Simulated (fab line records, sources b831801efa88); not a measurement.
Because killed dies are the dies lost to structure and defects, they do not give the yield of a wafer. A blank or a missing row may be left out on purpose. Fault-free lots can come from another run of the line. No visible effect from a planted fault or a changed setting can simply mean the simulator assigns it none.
Which tool is to blame? :: flow sky130 :: Sampling: 11 lots, 33 wafers, 2 of 708 route steps

WHAT EACH GAUGE READ, for each wafer
SKY_SONOS_TUNNEL_CD_MEAS_07: target cd 410 nm.
lot: L152
measured: day 11 11:54
on: cdSem-02
cdNm (nm): 414.8 413.3 413.5

lot: L153
measured: day 11 17:38
on: cdSem-02
cdNm (nm): 410.8 410.4 411.8

lot: L154
measured: day 12 01:32
on: cdSem-02
cdNm (nm): 412.5 410.6 411.0

lot: L158
measured: day 13 10:21
on: cdSem-02
cdNm (nm): 411.1 408.6 408.2

lot: L160
measured: day 13 20:08
on: cdSem-02
cdNm (nm): 405.9 407.1 405.5

lot: L162
measured: day 14 12:20
on: cdSem-02
cdNm (nm): 411.6 410.5 414.2

lot: L164
measured: day 15 03:08
on: cdSem-02
cdNm (nm): - - -

lot: L167
measured: day 16 05:04
on: cdSem-02
cdNm (nm): 406.7 407.5 407.9

lot: L168
measured: day 16 12:05
on: cdSem-01
cdNm (nm): 404.1 403.7 407.3

lot: L170
measured: day 17 04:16
on: cdSem-02
cdNm (nm): 408.3 408.9 404.8

lot: L175
measured: day 18 18:06
on: cdSem-01
cdNm (nm): 410.3 408.8 409.1

WHAT TOOL EACH LOT RAN ON (gives the tool, then ch and the chambers of the sampled wafers, and finally the start)
lot: L152
SKY_SONOS_TUNNEL_EXPOSE_04: ilineStepper-01 ch 0, day 11 00:02

lot: L153
SKY_SONOS_TUNNEL_EXPOSE_04: ilineStepper-02 ch 0, day 11 05:35

lot: L154
SKY_SONOS_TUNNEL_EXPOSE_04: ilineStepper-02 ch 0, day 11 13:56

lot: L158
SKY_SONOS_TUNNEL_EXPOSE_04: ilineStepper-01 ch 0, day 12 21:21

lot: L160
SKY_SONOS_TUNNEL_EXPOSE_04: ilineStepper-01 ch 0, day 13 06:55

lot: L162
SKY_SONOS_TUNNEL_EXPOSE_04: ilineStepper-01 ch 0, day 13 23:56

lot: L164
SKY_SONOS_TUNNEL_EXPOSE_04: ilineStepper-02 ch 0, day 14 14:50

lot: L167
SKY_SONOS_TUNNEL_EXPOSE_04: ilineStepper-02 ch 0, day 15 15:45

lot: L168
SKY_SONOS_TUNNEL_EXPOSE_04: ilineStepper-01 ch 0, day 15 22:01

lot: L170
SKY_SONOS_TUNNEL_EXPOSE_04: ilineStepper-01 ch 0, day 16 15:01

lot: L175
SKY_SONOS_TUNNEL_EXPOSE_04: ilineStepper-01 ch 0, day 18 03:54
- SKY_SONOS_TUNNEL_EXPOSE_04: exposes mask TUNM, target cd 410 nm.

THE ANSWER, worked out from the rows above alone
Rule: what is usual is taken from the lots themselves. The widest of any qualifying gaps counts: lots, ordered by their means at a reading, are off when they make up no more than a third of the lots, leave a main group of 4 or more, and stand apart from it by 3 or more times the standard deviation of that group's means. If all means in a main group match to the digits the tables above print for the reading, that group is not used. A lot without any number at a reading at which 4 lots or more have one is off too. All remaining lots with rows at the step are treated as sound.
Off: L164 (SKY_SONOS_TUNNEL_CD_MEAS_07, cdNm). Without a number there: L164. For the main group the mean is 409.3 nm and the standard deviation 2.7.
If a tool, at a process step before that reading, ran all the lots that are off and no sound lot after the first of them, it fits. The gauges at SKY_SONOS_TUNNEL_CD_MEAS_07 are tried like those tools. Of those tried, none fits.

WHAT THE SIMULATOR HAD INSERTED
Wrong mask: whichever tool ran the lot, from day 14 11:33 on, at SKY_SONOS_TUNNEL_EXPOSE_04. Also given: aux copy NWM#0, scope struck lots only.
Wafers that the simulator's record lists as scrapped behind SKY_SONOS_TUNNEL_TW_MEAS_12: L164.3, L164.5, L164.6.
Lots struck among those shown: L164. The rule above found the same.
